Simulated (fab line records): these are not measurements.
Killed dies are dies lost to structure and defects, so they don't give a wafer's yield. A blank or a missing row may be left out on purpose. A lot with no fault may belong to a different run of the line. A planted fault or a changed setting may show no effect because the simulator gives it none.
fab line records	flow sfq-line
record: lots: 14	wafers: 42	last-day: 81
route steps=325 shown I1@74 M4@158 I4@174 JJ@192
lots that met no fault: from a run of the same line without faults
start-h: hours from the record's first day to the start of the lot's first wafer shown	wait-h: time in hours since the lot's previous step	" identical to the entry in the row above	L1.1+2: a row that stands for several wafers	- value missing, or start not given	* or withheld: withheld	< > ~ a bound
route shown NAME@n: names a module that has steps shown in the file, with the first one's number in the route	usual: mean/standard deviation taken from wafers without a fault	same: alike in all rows	chamber/n: place in a boat	sites: the reading at each site	_std_site: standard deviation across them	_edge_site: outer sites' mean less inner sites'	radius-mm: how far each site lies from the wafer's centre	mask NAME#n: copy n	behind: the tool/chamber that last shaped the wafer	hold: why the lot went on hold/how many hours it stayed there/how the hold came to an end	device: the n, p or np transistor that did not switch	end of line: the same wafers' tests at the end of the route	step lacking rows: just its recipe	killed: dies that structure and defects cost at the first sort, which is not the same as the wafer's yield	map: a wafer's dies, marking killed ones x, the rest . and places with no die _
set.NAME: the setting as run; set.NAME@STEP: as run at that earlier step	model.NAME: the simulator's own value behind a step, which no gauge read
route steps across a sampled set of lots; one table per step, one row per wafer
services: the hour from which a tool's chamber was out of use, counted from the record's first day as start-h (under 0 if before that day), plus the number of hours and why
== steps ==
step: SFQ_TRILAYER_I1_CMP_CMP_046
recipe: material: SiO2	down-force-psi: 3	platen-rpm: 60	pad-velocity-m-s: 0.94248
usual: motor-current-A: 10.1/1.1	time-to-endpoint-s: 214/7.3
lot.wafer	tool	chamber	start-h	wait-h	motor-current-A	time-to-endpoint-s
L570.4	cmp-02	0	543.12	10.3	10.3	212
L570.5	"	0	545.12	12.3	10.4	210
L570.6	"	1	"	"	10.9	217
L571.3	cmp-02	0	549.62	8.4	10.5	203
L571.4	"	1	"	"	10.7	216
L571.5	"	0	551.62	10.4	11.3	202
L572.4	cmp-02	2	567.12	5.5	10.0	232
L572.3	"	0	568.12	6.5	10.6	214
L572.6	"	3	569.62	8.0	7.7	216
L573.4	cmp-01	3	569.20	2.8	10.8	231
L573.2	"	0	"	"	10.5	217
L573.1	"	2	570.70	4.3	10.7	214
L575.2	cmp-02	3	592.62	9.7	7.5	219
L575.5	"	2	594.12	11.2	9.0	232
L575.6	"	3	"	"	7.4	225
L576.1	cmp-01	3	611.70	13.2	11.2	209
L576.2	"	1	612.70	14.2	9.4	209
L576.5	"	3	613.70	15.2	10.5	224
L579.3	cmp-02	3	647.38	8.2	7.4	208
L579.1	"	0	"	"	10.8	208
L579.5	"	2	648.88	9.6	10.3	217
L580.2	cmp-01	2	650.43	6.9	10.9	220
L580.1	"	3	"	"	11.0	220
L580.5	"	0	"	"	10.2	229
L581.2	cmp-02	1	655.88	7.5	11.2	210
L581.1	"	3	656.88	8.5	8.0	208
L581.4	"	0	"	"	10.6	212
L584.1	cmp-01	0	677.20	0.0	10.4	210
L584.4	"	2	678.20	1.0	11.3	194
L584.6	"	1	679.70	2.5	10.1	212
L585.2	cmp-01	2	683.70	0.5	11.6	196
L585.4	"	0	684.70	1.5	10.1	215
L585.6	"	1	"	"	9.5	209
L586.4	cmp-02	1	688.30	1.5	10.9	204
L586.6	"	2	"	"	10.3	208
L586.5	"	3	"	"	7.5	204
L590.3	cmp-02	3	715.89	0.5	7.9	217
L590.2	"	0	"	"	11.4	204
L590.5	"	2	717.39	2.0	10.1	218
L593.2	cmp-01	3	759.42	0.0	10.6	215
L593.3	"	2	760.92	1.5	10.6	209
L593.6	"	0	761.92	2.5	10.2	225
step: SFQ_TRILAYER_I1_METRO_MEASURE_047
usual: thk-nm: 200.1/0.99
lot.wafer	tool	chamber	start-h	wait-h	thk-nm
L570.4	film-metro-04	-	546.84	0.6	198.9
L570.5	"	-	"	"	199.3
L570.6	"	-	"	"	199.8
L571.3	film-metro-01	-	552.64	0.5	198.2
L571.4	"	-	"	"	198.6
L571.5	"	-	"	"	200.0
L572.3	film-metro-03	-	570.64	0.5	199.1
L572.4	"	-	"	"	202.4
L572.6	"	-	"	"	199.9
L573.1	film-metro-04	-	572.32	0.1	199.4
L573.2	"	-	"	"	202.0
L573.4	"	-	"	"	200.7
L575.2	film-metro-01	-	595.44	0.3	201.1
L575.5	"	-	"	"	201.2
L575.6	"	-	"	"	200.0
L576.1	film-metro-04	-	614.32	0.1	201.9
L576.2	"	-	"	"	199.1
L576.5	"	-	"	"	199.8
L579.1	film-metro-01	-	650.00	0.1	198.6
L579.3	"	-	"	"	200.5
L579.5	"	-	"	"	201.6
L580.1	film-metro-03	-	652.55	0.1	200.3
L580.2	"	-	"	"	199.5
L580.5	"	-	"	"	200.1
L581.1	film-metro-03	-	659.00	0.1	199.3
L581.2	"	-	"	"	199.7
L581.4	"	-	"	"	197.8
L584.1	film-metro-01	-	680.32	0.1	201.0
L584.4	"	-	"	"	214.0
L584.6	"	-	"	"	199.0
L585.2	film-metro-04	-	686.52	0.3	213.2
L585.4	"	-	"	"	200.6
L585.6	"	-	"	"	197.9
L586.4	film-metro-04	-	690.52	0.6	199.4
L586.5	"	-	"	"	199.7
L586.6	"	-	"	"	201.0
L590.2	film-metro-03	-	718.71	0.3	199.4
L590.3	"	-	"	"	199.9
L590.5	"	-	"	"	201.2
L593.2	film-metro-04	-	762.74	0.3	201.4
L593.3	"	-	"	"	201.0
L593.6	"	-	"	"	200.7
step: SFQ_TRILAYER_I1_VIA_ETCH_VIA_ETCH_052
recipe: target: SiO2	stop-on: Nb	mask-material: PR	taper-deg: 20	chemistry: CHF3	target-depth-nm: 260	source-w: 500	bias-w: 80	pressure-mtorr: 30	time-s: withheld
usual: drypump-motor-current-A: 5.6/0.56	oes-product-au: 0.855/0.0053
lot.wafer	tool	chamber	start-h	wait-h	drypump-motor-current-A	oes-product-au
L570.4	rie-diel-02	1	555.97	0.0	6.4	0.851
L570.5	"	0	"	"	5.9	0.854
L570.6	"	1	"	"	6.4	0.847
L571.3	rie-diel-01	1	560.77	0.0	5.9	0.848
L571.4	"	2	"	"	5.5	0.858
L571.5	"	3	"	"	4.8	0.859
L572.3	rie-diel-01	0	585.62	0.0	4.8	0.857
L572.4	"	3	"	"	4.8	0.863
L572.6	"	0	"	"	4.8	0.865
L573.1	rie-diel-02	0	586.82	0.0	5.9	0.859
L573.2	"	1	"	"	6.4	0.859
L573.4	"	3	"	"	5.4	0.861
L575.2	rie-diel-01	0	602.42	0.0	4.8	0.855
L575.5	"	2	"	"	5.5	0.851
L575.6	"	0	"	"	4.8	0.856
L576.1	rie-diel-01	1	623.73	0.0	5.9	0.862
L576.2	"	3	"	"	4.8	0.853
L576.5	"	3	"	"	4.8	0.855
L579.1	rie-diel-02	1	654.40	0.0	6.4	0.856
L579.3	"	0	"	"	5.9	0.859
L579.5	"	3	"	"	5.4	0.861
L580.1	rie-diel-04	3	656.10	0.0	6.4	0.860
L580.2	"	2	"	"	5.5	0.852
L580.5	"	1	"	"	5.2	0.854
L581.1	rie-diel-01	1	666.97	0.0	5.9	0.853
L581.2	"	3	"	"	4.8	0.851
L581.4	"	2	"	"	5.5	0.841
L584.1	rie-diel-01	2	683.84	0.0	5.5	0.857
L584.4	"	3	"	"	4.8	0.887
L584.6	"	0	"	"	4.8	0.850
L585.2	rie-diel-04	1	689.84	0.0	5.3	0.892
L585.4	"	2	"	"	5.5	0.863
L585.6	"	3	"	"	6.4	0.852
L586.4	rie-diel-04	1	693.44	0.0	5.3	0.857
L586.5	"	0	"	"	6.2	0.850
L586.6	"	1	"	"	5.3	0.854
L590.2	rie-diel-04	1	868.45	0.0	5.2	0.842
L590.3	"	3	"	"	6.4	0.855
L590.5	"	2	"	"	5.5	0.862
L593.2	rie-diel-01	0	907.95	0.0	4.8	0.860
L593.3	"	3	"	"	4.8	0.862
L593.6	"	3	"	"	4.8	0.859
step: SFQ_M4_OVL_MEAS_926
usual: M4_OVL: -2/4.8
lot.wafer	tool	chamber	start-h	wait-h	M4_OVL[nm]
L570.4	overlay-01	-	878.27	0.1	-4
L570.5	"	-	"	"	1
L570.6	"	-	"	"	-1
L571.3	overlay-02	-	1137.24	0.1	-5
L571.4	"	-	"	"	-5
L571.5	"	-	"	"	-7
L572.3	overlay-01	-	1139.64	0.1	1
L572.4	"	-	"	"	-4
L572.6	"	-	"	"	-5
L573.1	overlay-02	-	1140.82	0.1	-5
L573.2	"	-	"	"	-6
L573.4	"	-	"	"	-7
L575.2	overlay-01	-	1154.03	0.1	6
L575.5	"	-	"	"	-2
L575.6	"	-	"	"	7
L576.1	overlay-02	-	1163.62	0.1	-2
L576.2	"	-	"	"	4
L576.5	"	-	"	"	-12
L579.1	overlay-02	-	1188.82	0.1	-2
L579.3	"	-	"	"	-5
L579.5	"	-	"	"	-5
L580.1	overlay-02	-	1192.33	0.1	-4
L580.2	"	-	"	"	2
L580.5	"	-	"	"	-2
L581.1	overlay-02	-	1194.73	0.1	-5
L581.2	"	-	"	"	-3
L581.4	"	-	"	"	0
L584.1	overlay-02	-	1219.93	0.1	-8
L584.4	"	-	"	"	-15
L584.6	"	-	"	"	-11
L585.2	overlay-02	-	1223.53	0.1	-4
L585.4	"	-	"	"	-12
L585.6	"	-	"	"	-9
L586.4	overlay-01	-	1233.14	0.1	-9
L586.5	"	-	"	"	-10
L586.6	"	-	"	"	-6
L590.2	overlay-02	-	1260.51	0.1	-3
L590.3	"	-	"	"	1
L590.5	"	-	"	"	-1
L593.2	overlay-01	-	1323.94	0.1	-9
L593.3	"	-	"	"	1
L593.6	"	-	"	"	-3
step: SFQ_TRILAYER_I4_VIA_BARC_OPEN_VIA_ETCH_146
recipe: mask-material: PR	chemistry: O2	target-depth-nm: 125	target: BARC	source-w: 500	bias-w: 80	pressure-mtorr: 30	time-s: 41.7
usual: drypump-motor-current-A: 5.7/0.54	oes-product-au: 0.685/0.0045
lot.wafer	tool	chamber	start-h	wait-h	drypump-motor-current-A	oes-product-au	rf-hours-counter-h
L570.4	rie-diel-03	3	1030.73	0.0	6.2	0.691	-
L570.5	"	0	"	"	5.2	0.683	-
L570.6	"	2	"	"	5.7	0.689	-
L571.3	rie-diel-03	0	1163.56	0.0	5.3	0.686	19
L571.4	"	3	"	"	6.2	0.688	14
L571.5	"	1	"	"	6.4	0.688	-
L572.3	rie-diel-01	0	1164.76	0.0	4.8	0.689	12
L572.4	"	1	"	"	5.9	0.688	10
L572.6	"	3	"	"	4.8	0.692	-
L573.1	rie-diel-03	3	1168.36	0.0	6.2	0.678	15
L573.2	"	0	"	"	5.3	0.681	19
L573.4	"	2	"	"	5.7	0.686	7
L575.2	rie-diel-01	1	1179.16	0.0	5.9	0.681	10
L575.5	"	0	"	"	4.8	0.679	-
L575.6	"	3	"	"	4.8	0.684	-
L576.1	rie-diel-01	2	1283.17	0.0	5.5	0.692	9
L576.2	"	3	"	"	4.8	0.679	4
L576.5	"	1	"	"	5.9	0.685	-
L579.1	rie-diel-03	2	1304.77	0.0	5.7	0.686	10
L579.3	"	1	"	"	6.4	0.680	18
L579.5	"	1	"	"	6.4	0.688	-
L580.1	rie-diel-03	2	1308.37	0.0	5.7	0.681	10
L580.2	"	1	"	"	6.4	0.681	18
L580.5	"	2	"	"	5.7	0.687	-
L581.1	rie-diel-04	2	1313.17	0.0	5.5	0.678	15
L581.2	"	3	"	"	6.4	0.683	11
L581.4	"	0	"	"	6.2	0.687	17
L584.1	rie-diel-03	0	1340.77	0.0	5.3	0.689	0
L584.4	"	3	"	"	6.2	0.679	17
L584.6	"	1	"	"	6.4	0.692	-
L585.2	rie-diel-01	3	1346.77	0.0	4.8	0.688	5
L585.4	"	3	"	"	4.8	0.689	-
L585.6	"	0	"	"	4.8	0.683	-
L586.4	rie-diel-01	1	1352.77	0.0	5.9	0.680	12
L586.5	"	3	"	"	4.8	0.678	-
L586.6	"	2	"	"	5.5	0.685	-
L590.2	rie-diel-03	0	1384.20	0.0	5.3	0.688	0
L590.3	"	2	"	"	5.7	0.683	10
L590.5	"	3	"	"	6.2	0.682	-
L593.2	rie-diel-01	1	1434.65	0.0	6.0	0.691	14
L593.3	"	0	"	"	4.8	0.691	16
L593.6	"	1	"	"	6.0	0.684	-
step: SFQ_TRILAYER_JJ_CE_METRO_MEASURE_117
usual: cd-nm: 700.0/1.3
lot.wafer	tool	chamber	start-h	wait-h	cd-nm
L570.4	cd-sem-02	-	1061.47	0.6	700.4
L570.5	"	-	"	"	699.0
L570.6	"	-	"	"	698.5
L571.3	cd-sem-01	-	1171.16	0.4	697.8
L571.4	"	-	"	"	697.2
L571.5	"	-	"	"	698.5
L573.1	cd-sem-02	-	1176.76	0.0	701.1
L573.2	"	-	"	"	702.0
L573.4	"	-	"	"	702.1
L572.3	cd-sem-01	-	1180.76	0.4	701.8
L572.4	"	-	"	"	700.6
L572.6	"	-	"	"	701.5
L575.2	cd-sem-01	-	1188.96	0.2	701.8
L575.5	"	-	"	"	701.5
L575.6	"	-	"	"	702.1
L576.1	cd-sem-02	-	1287.77	0.0	699.4
L576.2	"	-	"	"	701.6
L576.5	"	-	"	"	701.5
L579.1	cd-sem-01	-	1309.37	0.0	700.3
L579.3	"	-	"	"	699.9
L579.5	"	-	"	"	700.4
L580.1	cd-sem-02	-	1314.17	0.0	701.4
L580.2	"	-	"	"	700.7
L580.5	"	-	"	"	702.2
L581.1	cd-sem-01	-	1318.52	0.0	697.6
L581.2	"	-	"	"	697.9
L581.4	"	-	"	"	697.8
L584.1	cd-sem-02	-	1360.61	0.0	700.4
L584.4	"	-	"	"	699.8
L584.6	"	-	"	"	700.9
L585.2	cd-sem-01	-	1364.07	0.2	700.4
L585.4	"	-	"	"	700.9
L585.6	"	-	"	"	700.4
L586.4	cd-sem-02	-	1450.85	0.6	699.4
L586.5	"	-	"	"	699.8
L586.6	"	-	"	"	700.1
L590.2	cd-sem-02	-	1490.22	0.2	700.7
L590.3	"	-	"	"	699.3
L590.5	"	-	"	"	699.8
L593.2	cd-sem-01	-	1550.09	0.2	699.5
L593.3	"	-	"	"	700.9
L593.6	"	-	"	"	699.9
== services ==
tool	chamber	start-h	hours	kind
cmp-02	-	553.15	1.4	repair
cmp-02	-	576.12	4.0	pm
rie-diel-01	3	606.13	12.9	repair
cmp-02	-	607.46	3.4	repair
cmp-02	-	615.62	0.4	repair
cmp-02	-	681.93	0.4	repair
rie-diel-01	0	684.74	9.2	repair
cmp-02	-	700.57	0.3	repair
rie-diel-01	2	745.75	5.2	repair
rie-diel-01	1	762.47	5.4	repair
cmp-02	-	766.31	1.0	repair
cmp-02	-	782.20	10.3	repair
cmp-02	-	802.83	2.3	pm
rie-diel-01	1	914.23	1.6	repair
cmp-02	-	918.82	4.0	pm
rie-diel-01	-	1020.13	0.4	repair
rie-diel-01	3	1020.50	3.5	repair
rie-diel-01	0	1029.18	5.4	repair
rie-diel-01	-	1044.17	0.3	repair
rie-diel-01	2	1144.36	6.1	repair
rie-diel-01	1	1220.42	23.7	repair
rie-diel-01	1	1342.99	5.4	repair
rie-diel-01	3	1429.54	10.8	repair
rie-diel-01	-	1546.56	2.8	pm
== key ==
first-sign: step: SFQ_TRILAYER_I1_METRO_MEASURE_047	reading: thk-nm	direction: up	sigmas: 14	usual: 200.1	struck: 213.6
effect: step: SFQ_TRILAYER_I1_VIA_ETCH_VIA_ETCH_052	reading: oes-product-au	direction: up	sigmas: 6.4	usual: 0.855	struck: 0.889
met-at SFQ_TRILAYER_I1_CMP_CMP_046
struck-lots L584,L585
struck-wafers L584.4,L585.2
not-acting-at SFQ_M4_OVL_MEAS_926,SFQ_TRILAYER_I4_VIA_BARC_OPEN_VIA_ETCH_146,SFQ_TRILAYER_JJ_CE_METRO_MEASURE_117
onset-between 650.43 677.20
fault: kind: process-parameter-drift	tool: cmp-01	chamber: 2	onset-h: 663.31	steps: SFQ_TRILAYER_I1_CMP_CMP_046	channel: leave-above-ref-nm	offset: 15	shape: step	end-h: 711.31	acts-in: these-recipes-only	stated: 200
